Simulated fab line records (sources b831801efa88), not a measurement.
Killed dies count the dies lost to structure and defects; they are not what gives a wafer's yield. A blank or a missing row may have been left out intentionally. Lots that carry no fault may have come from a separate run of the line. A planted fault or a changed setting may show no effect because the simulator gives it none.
fab line records | flow sky130
record lots=6 | wafers=18 | lastDay=50
route steps=708 shown CAP2M@620 METAL4@621 PAD_OPEN@708
lots that met no fault: from a run of the same line without faults
startH: hours from the record's first day to the start of the lot's first wafer shown | waitH: time in hours since the lot's previous step | " identical to the entry in the row above | L1.1+2: a single row standing in for several wafers | - either no value or no given start | * or withheld: withheld | < > ~ a bound
route shown NAME@n: a module of which the file shows steps, and the number in the route of the first | usual: mean/standard deviation taken from wafers without a fault | same: alike in all rows | chamber/n: place in a boat | sites: readings site by site | _std_site: how widely they spread, as a standard deviation | _edge_site: inner sites' mean taken away from outer sites' mean | radiusMm: for every site, how far away it sits from the centre of the wafer | mask NAME#n: copy n | behind: the tool/chamber that last shaped the wafer | hold: the reason the lot was held/the length of the hold in hours/how it ended | device: names the non-switching transistor (n, p or np) | end of line: at the end of the route, the tests of the same wafers | where a step has no rows: the recipe by itself | killed: dies that structure and defects cost at the first sort, which is not the same as the wafer's yield | map: a wafer's dies, x killed, . not, _ none there
set.NAME: the setting that was run; set.NAME@STEP: the one run at that earlier step | model.NAME: the simulator's own value behind a step, which no gauge read
lots at selected steps of the route; one table per step, one row per wafer
services: a tool's chamber out of use, with start hour (startH, from the record's first day; less than 0 if before it), hours out, and reason
## steps
# step SKY_CAP2M_CLEAN_17
# recipe chemistry=O3/DIW | dry=n2Spin
# step SKY_METAL4_DEHYDRATE_05
# recipe tempC=200 | timeS=60
# step SKY_METAL4_HMDS_06
# recipe primeTimeS=60 | primeTempC=120
# step SKY_METAL4_COAT_07
# recipe resist=BARC | tempC=withheld | timeS=withheld | spinRpm=3000 | resistThkNm=60
# step SKY_METAL4_COAT_08
# recipe resist=KrF-thick | spinRpm=3000 | resistThkNm=1140
# step SKY_METAL4_SOFTBAKE_09
# recipe tempC=100 | timeS=90 | resist=KrF-thick
# step SKY_METAL4_EXPOSE_10
# recipe maskId=MM4 | na=0.68 | sourceShape=annular | sigmaInner=0.4 | sigmaOuter=0.8 | targetCdNm=300 | doseMj=28
# step SKY_METAL4_PEB_11
# recipe pebTempC=withheld | pebTimeS=withheld | resist=KrF-thick
# step SKY_METAL4_DEVELOP_12
# recipe developTimeS=60 | resist=KrF-thick | devTempC=21
# step SKY_METAL4_CD_MEAS_13
# recipe targetCdNm=300
# usual cdNm=299.8/1.5
lot.wafer | tool     | chamber | startH  | waitH | cdNm
L919.2    | cdSem-01 | -       | 1010.31 | -     | 299.6
L919.4    | "        | -       | "       | "     | 300.4
L919.5    | "        | -       | "       | "     | 300.3
L924.1    | cdSem-01 | -       | 1046.34 | -     | 301.0
L924.2    | "        | -       | "       | "     | 300.7
L924.6    | "        | -       | "       | "     | 299.3
L930.1    | cdSem-02 | -       | 1090.04 | -     | 300.7
L930.2    | "        | -       | "       | "     | 301.6
L930.6    | "        | -       | "       | "     | 300.4
L932.1    | cdSem-02 | -       | 1092.59 | -     | 299.7
L932.2    | "        | -       | "       | "     | 300.0
L932.4    | "        | -       | "       | "     | 299.2
L936.1    | cdSem-01 | -       | 1114.00 | -     | 298.8
L936.3    | "        | -       | "       | "     | 298.3
L936.6    | "        | -       | "       | "     | 299.7
L935.2    | cdSem-02 | -       | 1118.99 | -     | 300.5
L935.3    | "        | -       | "       | "     | 301.3
L935.6    | "        | -       | "       | "     | 300.4
# step SKY_METAL4_OVL_MEAS_14
# usual METAL4_OVL=-3/5.2
lot.wafer | tool       | chamber | startH  | waitH | METAL4_OVL[nm]
L919.2    | overlay-02 | -       | 1010.44 | 0.1   | -5
L919.4    | "          | -       | "       | "     | -3
L919.5    | "          | -       | "       | "     | -6
L924.1    | overlay-01 | -       | 1046.46 | 0.1   | -8
L924.2    | "          | -       | "       | "     | 1
L924.6    | "          | -       | "       | "     | -9
L930.1    | overlay-02 | -       | 1090.16 | 0.1   | -8
L930.2    | "          | -       | "       | "     | 3
L930.6    | "          | -       | "       | "     | 2
L932.1    | overlay-02 | -       | 1092.71 | 0.1   | 3
L932.2    | "          | -       | "       | "     | -3
L932.4    | "          | -       | "       | "     | -4
L936.1    | overlay-01 | -       | 1114.12 | 0.1   | -12
L936.3    | "          | -       | "       | "     | -5
L936.6    | "          | -       | "       | "     | -12
L935.2    | overlay-02 | -       | 1119.10 | 0.1   | -6
L935.3    | "          | -       | "       | "     | -5
L935.6    | "          | -       | "       | "     | -7
# step SKY_METAL4_DESCUM_15
# recipe chemistry=O2 | sourcePowerW=150 | biasPowerW=0 | pressureMtorr=10 | tempC=40 | timeS=8
# usual chamberPressureMTorr=10.001/0.0078 | drypumpMotorCurrentA=5.7/0.41 | oesProductAu=1.007/0.011
lot.wafer | tool        | chamber | startH  | waitH | chamberPressureMTorr | drypumpMotorCurrentA | oesProductAu | rfHoursCounterH
L919.2    | rieMetal-03 | 0       | 1010.47 | 0.0   | 10.006               | 6.3                  | 0.999        | 21
L919.4    | "           | 0       | "       | "     | 10.010               | 6.2                  | 0.998        | -
L919.5    | "           | 1       | "       | "     | 10.002               | 5.5                  | 1.028        | -
L924.1    | rieMetal-04 | 0       | 1046.49 | 0.0   | 10.001               | 5.3                  | 1.008        | 20
L924.2    | "           | 1       | "       | "     | 10.001               | 6.1                  | 1.003        | 1
L924.6    | "           | 1       | "       | "     | 10.001               | 6.1                  | 0.993        | -
L930.1    | rieMetal-04 | 1       | 1090.19 | 0.0   | 9.992                | 6.2                  | 1.001        | 3
L930.2    | "           | 0       | "       | "     | 10.008               | 5.3                  | 1.019        | 23
L930.6    | "           | 0       | "       | "     | 9.995                | 5.3                  | 1.009        | -
L932.1    | rieMetal-04 | 1       | 1092.74 | 0.0   | 10.026               | 6.1                  | 0.990        | 3
L932.2    | "           | 0       | "       | "     | 9.990                | 5.3                  | 1.008        | 24
L932.4    | "           | 0       | "       | "     | 9.982                | 5.3                  | 1.003        | -
L936.1    | rieMetal-03 | 1       | 1114.16 | 0.0   | 10.008               | 5.4                  | 1.008        | 14
L936.3    | "           | 0       | "       | "     | 9.986                | 6.3                  | 0.986        | -
L936.6    | "           | 0       | "       | "     | 10.006               | 6.3                  | 0.993        | -
L935.2    | rieMetal-03 | 0       | 1119.13 | 0.0   | 10.003               | 6.2                  | 0.989        | 4
L935.3    | "           | 0       | "       | "     | 9.990                | 6.3                  | 0.990        | -
L935.6    | "           | 1       | "       | "     | 10.010               | 5.5                  | 1.017        | -
# step SKY_METAL4_ETCH_16
# recipe chemistry=N2/H2 | target=BARC | ionEnergyEv=200 | biasW=100 | pressureMtorr=30 | n2FlowSccm=100 | h2FlowSccm=200 | icpW=500 | stopOn=SiO2 | timeS=88.2 | targetDepthA=600
# usual chamberPressureMTorr=29.998/0.025 | drypumpMotorCurrentA=5.7/0.41 | oesProductAu=0.626/0.0046 | runLengthS=116.3/0.4 | throttleValvePct=13.205/0.01
lot.wafer | tool        | chamber | startH  | waitH | chamberPressureMTorr | drypumpMotorCurrentA | oesProductAu | rfHoursCounterH | runLengthS | throttleValvePct | model.KrF-thick_of_METAL4_COAT_08.thkNm | model.METAL4.cdNm
L919.2    | rieMetal-03 | 0       | 1010.50 | 0.0   | 29.995               | 6.3                  | 0.634        | 21              | 116.0      | 13.225           | 1081                                    | 297.4
L919.4    | "           | 0       | "       | "     | 29.942               | 6.3                  | 0.633        | -               | 116.1      | 13.223           | 1081                                    | 298.9
L919.5    | "           | 1       | "       | "     | 30.041               | 5.5                  | 0.623        | -               | 116.2      | 13.204           | 1081                                    | 298
L924.1    | rieMetal-04 | 0       | 1046.52 | 0.0   | 30.008               | 5.3                  | 0.626        | 21              | 115.8      | 13.211           | 1072                                    | 300.5
L924.2    | "           | 1       | "       | "     | 29.986               | 6.1                  | 0.629        | 1               | 117.2      | 13.202           | 1075                                    | 301.5
L924.6    | "           | 1       | "       | "     | 29.980               | 6.1                  | 0.630        | -               | 117.0      | 13.207           | 1077                                    | 300.8
L930.1    | rieMetal-04 | 1       | 1090.22 | 0.0   | 30.026               | 6.1                  | 0.746        | 3               | 98.6       | 13.222           | 1089                                    | 305.3
L930.2    | "           | 0       | "       | "     | 30.002               | 5.3                  | 0.744        | 23              | 97.5       | 13.223           | 1087                                    | 305.3
L930.6    | "           | 0       | "       | "     | 29.995               | 5.3                  | 0.752        | -               | 97.4       | 13.205           | 1087                                    | 303.6
L932.1    | rieMetal-04 | 1       | 1092.77 | 0.0   | 30.009               | 6.2                  | 0.748        | 3               | 97.9       | 13.231           | 1096                                    | 302.2
L932.2    | "           | 0       | "       | "     | 29.959               | 5.3                  | 0.742        | 24              | 97.3       | 13.204           | 1090                                    | 302.8
L932.4    | "           | 0       | "       | "     | 29.947               | 5.3                  | 0.749        | -               | 97.3       | 13.209           | 1089                                    | 300.9
L936.1    | rieMetal-03 | 1       | 1114.19 | 0.0   | 29.993               | 5.4                  | 0.630        | 14              | 116.6      | 13.220           | 1075                                    | 297.2
L936.3    | "           | 0       | "       | "     | 29.971               | 6.3                  | 0.626        | -               | 116.5      | 13.208           | 1078                                    | 297.8
L936.6    | "           | 0       | "       | "     | 29.994               | 6.3                  | 0.631        | -               | 116.2      | 13.214           | 1075                                    | 298.5
L935.2    | rieMetal-03 | 0       | 1119.16 | 0.0   | 29.965               | 6.3                  | 0.631        | 4               | 116.4      | 13.196           | 1082                                    | 299.8
L935.3    | "           | 0       | "       | "     | 30.041               | 6.3                  | 0.627        | -               | 116.0      | 13.209           | 1078                                    | 302.2
L935.6    | "           | 1       | "       | "     | 29.971               | 5.5                  | 0.628        | -               | 116.1      | 13.199           | 1078                                    | 298.3
# step SKY_METAL4_ETCH_17
# recipe target=SiO2 | stopOn=TiN | chemistry=C4F8/O2/Ar | sourceW=1500 | biasW=1200 | pressureMtorr=40 | c4f8FlowSccm=withheld | O2_flow_sccm=6 | Ar_flow_sccm=300 | timeS=3.9 | targetDepthA=150
# usual chamberPressureMTorr=40.00/0.039 | oesProductAu=0.753/0.0067
lot.wafer | tool       | chamber | startH  | waitH | chamberPressureMTorr | oesProductAu | rfHoursCounterH | model.METAL4.cdNm
L919.2    | rieDiel-01 | 2       | 1010.60 | 0.1   | 40.01                | 0.750        | 16              | 297.5
L919.4    | "          | 0       | "       | "     | 39.97                | 0.758        | 18              | 298.9
L919.5    | "          | 0       | "       | "     | 39.93                | 0.762        | -               | 298
L924.1    | rieDiel-04 | 1       | 1046.62 | 0.1   | 39.98                | 0.751        | 13              | 300.5
L924.2    | "          | 3       | "       | "     | 39.97                | 0.753        | 15              | 301.5
L924.6    | "          | 3       | "       | "     | 40.00                | 0.747        | -               | 300.8
L930.1    | rieDiel-04 | 1       | 1090.32 | 0.1   | 40.00                | 0.744        | 14              | 305.2
L930.2    | "          | 2       | "       | "     | 40.01                | 0.745        | 4               | 305.2
L930.6    | "          | 1       | "       | "     | 40.00                | 0.749        | -               | 303.6
L932.1    | rieDiel-01 | 2       | 1092.87 | 0.1   | 40.01                | 0.747        | 19              | 302.2
L932.2    | "          | 1       | "       | "     | 39.99                | 0.757        | 12              | 302.7
L932.4    | "          | 0       | "       | "     | 39.99                | 0.745        | 21              | 301
L936.1    | rieDiel-03 | 0       | 1114.29 | 0.1   | 39.95                | 0.742        | 27              | 297.2
L936.3    | "          | 2       | "       | "     | 40.01                | 0.745        | 26              | 297.7
L936.6    | "          | 2       | "       | "     | 39.96                | 0.755        | -               | 298.4
L935.2    | rieDiel-01 | 1       | 1119.26 | 0.1   | 39.96                | 0.745        | 14              | 299.7
L935.3    | "          | 3       | "       | "     | 39.98                | 0.751        | 8               | 302.2
L935.6    | "          | 3       | "       | "     | 39.94                | 0.757        | -               | 298.4
# step SKY_METAL4_METAL_ETCH_18
# recipe targetDepthA=8450 | stopOn=SiO2 | overEtchFrac=0.3 | timeS=183.1 | chemistry=Cl2/BCl3 | resistSidewallDeg=88 | pressureMtorr=10 | icpW=900 | biasW=48.5 | Cl2_flow_sccm=60 | bcl3FlowSccm=30
# usual chamberPressureMTorr=9.999/0.01 | drypumpMotorCurrentA=5.8/0.42 | oesProductAu=0.866/0.0065 | runLengthS=211.3/0.63 | throttleValvePct=22.264/0.0092
# same overEtchFrac=0.3
lot.wafer | tool        | chamber | startH  | waitH | chamberPressureMTorr | drypumpMotorCurrentA | oesProductAu | rfHoursCounterH | runLengthS | throttleValvePct
L919.2    | rieMetal-04 | 0       | 1010.68 | 0.1   | 9.985                | 5.3                  | 0.846        | -               | 211.0      | 22.265
L919.4    | "           | 0       | "       | "     | 10.003               | 5.3                  | 0.851        | -               | 210.6      | 22.256
L919.5    | "           | 0       | "       | "     | 9.996                | 5.3                  | 0.863        | -               | 210.9      | 22.259
L924.1    | rieMetal-01 | 1       | 1046.64 | 0.0   | 9.992                | 5.4                  | 0.865        | 13              | 210.9      | 22.273
L924.2    | "           | 0       | "       | "     | 10.000               | 6.2                  | 0.869        | 16              | 211.8      | 22.268
L924.6    | "           | 1       | "       | "     | 10.004               | 5.4                  | 0.862        | -               | 210.6      | 22.268
L930.1    | rieMetal-01 | 1       | 1090.34 | 0.0   | 9.988                | 5.4                  | 0.863        | 16              | 210.6      | 22.284
L930.2    | "           | 0       | "       | "     | 10.001               | 6.2                  | 0.868        | 20              | 211.9      | 22.265
L930.6    | "           | 1       | "       | "     | 10.002               | 5.4                  | 0.864        | -               | 211.0      | 22.260
L932.1    | rieMetal-01 | 1       | 1092.89 | 0.0   | 10.011               | 5.4                  | 0.863        | 16              | 210.6      | 22.263
L932.2    | "           | 0       | "       | "     | 10.005               | 6.2                  | 0.862        | 20              | 212.3      | 22.283
L932.4    | "           | 1       | "       | "     | 9.987                | 5.4                  | 0.859        | -               | 210.7      | 22.283
L936.1    | rieMetal-01 | 0       | 1114.31 | 0.0   | 9.997                | 6.2                  | 0.881        | 22              | 211.9      | 22.272
L936.3    | "           | 0       | "       | "     | 10.005               | 6.2                  | 0.878        | -               | 212.2      | 22.262
L936.6    | "           | 0       | "       | "     | 9.993                | 6.2                  | 0.866        | -               | 212.5      | 22.267
L935.2    | rieMetal-04 | 1       | 1119.28 | 0.0   | 10.002               | 6.1                  | 0.860        | 5               | 212.0      | 22.246
L935.3    | "           | 1       | "       | "     | 9.983                | 6.1                  | 0.871        | -               | 211.6      | 22.258
L935.6    | "           | 1       | "       | "     | 10.015               | 6.2                  | 0.864        | -               | 211.6      | 22.262
# step SKY_PAD_OPEN_PROBE_99
# usual defectLimitedYield=82.4/1.9 | killed_at_M0_to_M3=43/7.1 | killed_at_M4_up=3.2/1.7 | killedAtContacts=24/5.6 | killedAtFrontEnd=16/5 | killedAtOther=0.4/0.68 | killedDies=86/9.3 | killedOpen=47/7.1 | killedShort=39/5.7 | sort_bin_3_pad_short=0.9/0.38 | sort_bin_5_function=10.4/1.5 | sort_bin_6_memory=6.3/1.3 | sortNPass=406/9.3 | sortYieldPct=82.4/1.9
# same grossDies=492 | killedAtBackSide=0 | sort_bin_4_leakage[%]=0 | sort_bin_8_speed[%]=0
lot.wafer | tool      | chamber | startH  | waitH | defectLimitedYield[%] | killed_at_M0_to_M3 | killed_at_M4_up | killedAtContacts | killedAtFrontEnd | killedAtOther | killedDies | killedOpen | killedShort | sort_bin_3_pad_short[%] | sort_bin_5_function[%] | sort_bin_6_memory[%] | sortNPass | sortYieldPct[%]
L919.2    | prober-01 | -       | 1102.45 | 0.1   | 82.3                  | 51                 | 5               | 15               | 14               | 2             | 87         | 51         | 36          | 1.0                     | 10.4                   | 6.3                  | 405       | 82.3
L919.4    | prober-01 | -       | 1102.55 | 0.2   | 83.5                  | 46                 | 0               | 25               | 10               | 0             | 81         | 45         | 35          | 1.4                     | 9.6                    | 5.5                  | 411       | 83.5
L919.5    | prober-01 | -       | 1102.60 | 0.2   | 85.4                  | 40                 | 1               | 21               | 10               | 0             | 72         | 36         | 36          | 0.4                     | 9.1                    | 5.1                  | 420       | 85.4
L932.1    | prober-02 | -       | 1174.59 | 0.1   | 83.5                  | 40                 | 3               | 22               | 16               | 0             | 81         | 37         | 44          | 0.8                     | 8.9                    | 6.7                  | 411       | 83.5
# killed by level:class
L919.2 VIA1:geometricParticle:open=15 VIA2:geometricParticle:open=9 POLY_GATE:geometricParticle:open=6 VIA3:geometricParticle:short=5 CONTACT:geometricParticle:open=5 VIA1:geometricParticle:short=5 LI_CONTACT:geometricParticle:open=4 VIA2:geometricParticle:short=4
L919.4 VIA1:geometricParticle:open=12 LI_CONTACT:geometricParticle:open=9 VIA3:geometricParticle:open=9 VIA2:geometricParticle:open=7 LOCAL_INTERCONNECT:geometricParticle:short=6 CONTACT:geometricParticle:open=6 FIELD_ISO:geometricParticle:short=5 METAL2:geometricParticle:short=5
L919.5 VIA1:geometricParticle:open=11 VIA2:geometricParticle:open=6 CONTACT:geometricParticle:short=5 CONTACT:geometricParticle:open=5 METAL2:geometricParticle:short=5 VIA3:geometricParticle:open=5 VIA1:geometricParticle:short=4 FIELD_ISO:geometricParticle:open=4
L932.1 CONTACT:geometricParticle:short=7 CONTACT:geometricParticle:open=7 VIA1:geometricParticle:open=7 METAL1:geometricParticle:short=6 VIA1:geometricParticle:short=6 VIA3:geometricParticle:open=6 FIELD_ISO:geometricParticle:short=5 POLY_GATE:geometricParticle:open=4
## services
tool        | chamber | startH  | hours | kind
rieMetal-04 | 1       | 999.12  | -     | clean
rieMetal-04 | 1       | 999.12  | 28.5  | scheduledDown
rieMetal-04 | 1       | 999.12  | 28.5  | ventCycle
rieMetal-04 | -       | 1044.85 | 1.4   | pm
rieMetal-04 | 1       | 1047.10 | 5.7   | repair
rieMetal-03 | 0       | 1051.93 | -     | clean
rieMetal-03 | 0       | 1051.93 | 23.8  | scheduledDown
rieMetal-03 | 0       | 1051.93 | 23.8  | ventCycle
rieMetal-01 | 1       | 1056.34 | 3.7   | repair
rieMetal-04 | -       | 1068.89 | 2.8   | pm
rieMetal-03 | 1       | 1079.22 | 8.5   | repair
rieDiel-03  | 1       | 1090.75 | 4.3   | repair
rieDiel-03  | -       | 1094.78 | 1.0   | repair
rieDiel-03  | 3       | 1098.99 | 12.7  | repair
rieDiel-03  | 2       | 1105.47 | 3.5   | repair
rieDiel-01  | 3       | 1105.53 | 6.5   | repair
rieDiel-04  | -       | 1117.10 | 2.8   | pm
rieDiel-03  | -       | 1118.92 | 14.6  | pm
## key
firstSign step=SKY_METAL4_ETCH_16 | reading=runLengthS | direction=down | sigmas=47 | usual=* | struck=*
effect step=SKY_METAL4_ETCH_16 | reading=oesProductAu | direction=up | sigmas=27 | usual=0.626 | struck=0.747
modelEffect step=SKY_METAL4_ETCH_16 | value=KrF-thick_of_METAL4_COAT_08.thkNm | without=1079 | struck=1090
modelEffect step=SKY_METAL4_ETCH_17 | value=METAL4.cdNm | without=299.8 | struck=303.3
metAt SKY_METAL4_ETCH_16
struckWafers L930.1,L930.2,L930.6,L932.1,L932.2,L932.4
onsetBetween 1046.52 1090.22
fault kind=processParameterDrift | tool=rieMetal-04 | chamber=- | onsetH=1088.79 | steps=SKY_METAL4_ETCH_16 | channel=timeS | offset=* | shape=step | endH=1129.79 | actsIn=* | stated=*
